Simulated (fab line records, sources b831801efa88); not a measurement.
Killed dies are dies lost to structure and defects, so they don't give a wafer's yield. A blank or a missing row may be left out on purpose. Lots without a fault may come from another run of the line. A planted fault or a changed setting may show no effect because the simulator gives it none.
Which tool did it? | flow gf180mcu | 6 lots, 18 wafers sampled, at 1 step of a route of 602

WHAT THE GAUGES READ, wafer by wafer
GF_DNWELL_TW_MEAS_09.
lot  | measured    | on            | DNWELL_TW
L624 | day 2 23:11 | film_metro-03 | 1382 1366 1367
L626 | day 3 09:53 | film_metro-04 | 1350 1348 1349
L628 | day 4 00:08 | film_metro-01 | 1338 1328 1330
L630 | day 4 07:56 | film_metro-03 | 1362 1360 1363
L639 | day 6 10:43 | film_metro-03 | 1380 1380 1387
L645 | day 7 16:23 | film_metro-04 | 1348 1358 1352

WHICH TOOL RAN EACH LOT (tool, then ch and the chambers of the sampled wafers, then the start)
The record holds no process step before these readings.

THE ANSWER, worked out from the rows above alone
Rule: what is usual is taken from the lots themselves. Put in order of their means at a reading, lots are off if they are a third of the lots or fewer, leave a main group of 4 or more, and stand apart from it by a gap of 3 or more times the standard deviation of the main group's means; of several such gaps the widest counts. A main group whose means are all the same, to the digits that the tables above print for the reading, isn't used. A lot without any number at a reading at which 4 lots or more have one is off too. The other lots that the step has rows for count as sound.
No lot is off at any reading shown: from this, nothing can be told.

WHAT THE SIMULATOR HAD PUT IN
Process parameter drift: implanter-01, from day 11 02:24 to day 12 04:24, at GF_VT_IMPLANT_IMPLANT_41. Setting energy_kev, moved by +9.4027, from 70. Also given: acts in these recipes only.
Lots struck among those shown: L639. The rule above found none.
